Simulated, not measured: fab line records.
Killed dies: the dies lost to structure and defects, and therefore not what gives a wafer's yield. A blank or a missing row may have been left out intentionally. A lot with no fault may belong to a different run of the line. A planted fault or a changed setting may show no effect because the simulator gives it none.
The tool behind it: which one? :: flow sky130 :: 42 wafers from 14 lots sampled at 3 of the route's 708 steps

## WHAT EACH GAUGE READ, for each wafer
SKY_PWDE_TW_MEAS_10. Usual: PWDE_TW 371.7, standard deviation 2.5.
lot: L787
measured: day 4 07:53
on: film_metro-04
PWDE_TW: 372.6 372.2 374.5
flag: 

lot: L789
measured: day 4 18:14
on: film_metro-03
PWDE_TW: 372.2 368.8 371.9
flag: 

lot: L792
measured: day 5 16:19
on: film_metro-03
PWDE_TW: 368.7 369.7 369.4
flag: 

lot: L793
measured: day 5 20:32
on: film_metro-02
PWDE_TW: 372.1 371.6 372.5
flag: 

lot: L794
measured: day 5 23:44
on: film_metro-03
PWDE_TW: 368.0 368.0 367.0
flag: 

lot: L795
measured: day 6 04:47
on: film_metro-03
PWDE_TW: 368.5 369.1 370.8
flag: 

lot: L796
measured: day 6 12:20
on: film_metro-04
PWDE_TW: 373.5 374.0 373.6
flag: 

lot: L797
measured: day 6 16:00
on: film_metro-03
PWDE_TW: 367.5 370.4 370.8
flag: 

lot: L798
measured: day 6 22:50
on: film_metro-04
PWDE_TW: 374.5 373.3 374.0
flag: 

lot: L799
measured: day 7 01:56
on: film_metro-04
PWDE_TW: 374.2 371.8 372.0
flag: 

lot: L802
measured: day 7 18:31
on: film_metro-04
PWDE_TW: 374.4 371.8 372.1
flag: 

lot: L806
measured: day 8 20:25
on: film_metro-04
PWDE_TW: 373.2 374.0 372.2
flag: 

lot: L807
measured: day 9 06:34
on: film_metro-03
PWDE_TW: 369.2 369.5 370.8
flag: 

lot: L808
measured: day 9 13:40
on: film_metro-02
PWDE_TW: 372.4 374.9 374.0
flag: 

SKY_VT_ADJUST_HVTR_OVL_MEAS_08. Usual: VT_ADJUST_HVTR_OVL -0.2 nm, standard deviation 1.3.
lot: L787
measured: day 9 22:34
on: overlay-02
VT_ADJUST_HVTR_OVL (nm): -0.6 1.0 0.5
flag: 

lot: L789
measured: day 10 13:26
on: overlay-02
VT_ADJUST_HVTR_OVL (nm): 1.7 0.5 -0.9
flag: 

lot: L792
measured: day 11 19:41
on: overlay-01
VT_ADJUST_HVTR_OVL (nm): 1.3 1.6 0.3
flag: 

lot: L793
measured: day 12 01:09
on: overlay-02
VT_ADJUST_HVTR_OVL (nm): 2.0 0.2 0.3
flag: 

lot: L794
measured: day 12 03:42
on: overlay-02
VT_ADJUST_HVTR_OVL (nm): -1.8 0.5 1.3
flag: 

lot: L795
measured: day 12 12:08
on: overlay-01
VT_ADJUST_HVTR_OVL (nm): -0.6 0.8 0.9
flag: 

lot: L796
measured: day 12 20:45
on: overlay-01
VT_ADJUST_HVTR_OVL (nm): -1.5 0.7 -0.8
flag: 

lot: L797
measured: day 13 03:20
on: overlay-02
VT_ADJUST_HVTR_OVL (nm): 0.4 -0.9 -1.5
flag: 

lot: L798
measured: day 13 12:11
on: overlay-02
VT_ADJUST_HVTR_OVL (nm): 1.8 0.9 2.1
flag: 

lot: L799
measured: day 13 16:41
on: overlay-02
VT_ADJUST_HVTR_OVL (nm): -1.4 -0.3 -2.3
flag: 

lot: L802
measured: day 14 15:42
on: overlay-01
VT_ADJUST_HVTR_OVL (nm): -1.7 1.0 -0.5
flag: 

lot: L806
measured: day 16 00:35
on: overlay-01
VT_ADJUST_HVTR_OVL (nm): -0.3 -0.8 0.8
flag: 

lot: L807
measured: day 16 14:17
on: overlay-01
VT_ADJUST_HVTR_OVL (nm): -1.6 -3.7 -1.2
flag: 

lot: L808
measured: day 16 22:22
on: overlay-01
VT_ADJUST_HVTR_OVL (nm): 1.1 -0.6 0.0
flag: 

SKY_POLY_GATE_THK_MEAS_04. Usual: POLY_GATE_CVD_03_THK 75.1 nm, standard deviation 0.73.
lot: L787
measured: day 15 21:23
on: film_metro-03
POLY_GATE_CVD_03_THK (nm): 75.2 76.0 75.5
flag: 

lot: L789
measured: day 16 11:25
on: film_metro-01
POLY_GATE_CVD_03_THK (nm): 75.8 75.2 75.7
flag: 

lot: L792
measured: day 17 22:13
on: film_metro-01
POLY_GATE_CVD_03_THK (nm): 74.9 74.5 75.0
flag: 

lot: L793
measured: day 18 04:57
on: film_metro-01
POLY_GATE_CVD_03_THK (nm): 74.9 74.7 74.8
flag: 

lot: L794
measured: day 18 08:08
on: film_metro-04
POLY_GATE_CVD_03_THK (nm): 76.5 76.5 75.9
flag: 

lot: L795
measured: day 18 23:33
on: film_metro-01
POLY_GATE_CVD_03_THK (nm): 75.5 75.4 75.6
flag: 

lot: L796
measured: day 19 06:37
on: film_metro-04
POLY_GATE_CVD_03_THK (nm): 75.1 74.8 75.7
flag: 

lot: L797
measured: day 19 11:03
on: film_metro-04
POLY_GATE_CVD_03_THK (nm): 75.4 75.7 75.0
flag: 

lot: L798
measured: day 20 00:23
on: film_metro-03
POLY_GATE_CVD_03_THK (nm): 73.4 73.7 73.9
flag: 

lot: L799
measured: day 20 03:54
on: film_metro-01
POLY_GATE_CVD_03_THK (nm): 74.8 74.8 74.3
flag: 

lot: L802
measured: day 21 06:16
on: film_metro-03
POLY_GATE_CVD_03_THK (nm): 74.0 74.0 73.9
flag: 

lot: L806
measured: day 22 20:26
on: film_metro-03
POLY_GATE_CVD_03_THK (nm): 74.4 74.1 74.7
flag: 

lot: L807
measured: day 23 09:03
on: film_metro-01
POLY_GATE_CVD_03_THK (nm): 74.7 74.8 75.1
flag: 

lot: L808
measured: day 23 18:40
on: film_metro-01
POLY_GATE_CVD_03_THK (nm): 73.8 74.1 74.0
flag: 

## EACH LOT AND THE TOOL THAT RAN IT (in order: tool; ch and the chambers of the sampled wafers; start)
The record shows no process step preceding these readings.

## AS READ BY THE TOOLS THEMSELVES (means over the sampled wafers that have a number; for cases with no such wafer, the mark the record gives instead)
The record holds no such reading with a usual standard deviation.

## THE ANSWER, worked out from the rows above alone
Rule: take the mean of a lot's wafers that have a number; if it is more than 3 standard deviations from the usual mean, the lot is off. A lot without any number at a reading at which 4 lots or more have one is off too. Where the step has rows for the other lots, those lots are counted as sound. The gauges are gone through in route order, then the tools' own readings, and for those a lot's mean is taken as printed above. The first step at which some lot is off is used, and at that step the reading that is off furthest; a lot without a number counts as furthest.
Across all readings shown, no lot is off: no conclusion can be drawn from this.

## WHAT WAS PUT IN BY THE SIMULATOR
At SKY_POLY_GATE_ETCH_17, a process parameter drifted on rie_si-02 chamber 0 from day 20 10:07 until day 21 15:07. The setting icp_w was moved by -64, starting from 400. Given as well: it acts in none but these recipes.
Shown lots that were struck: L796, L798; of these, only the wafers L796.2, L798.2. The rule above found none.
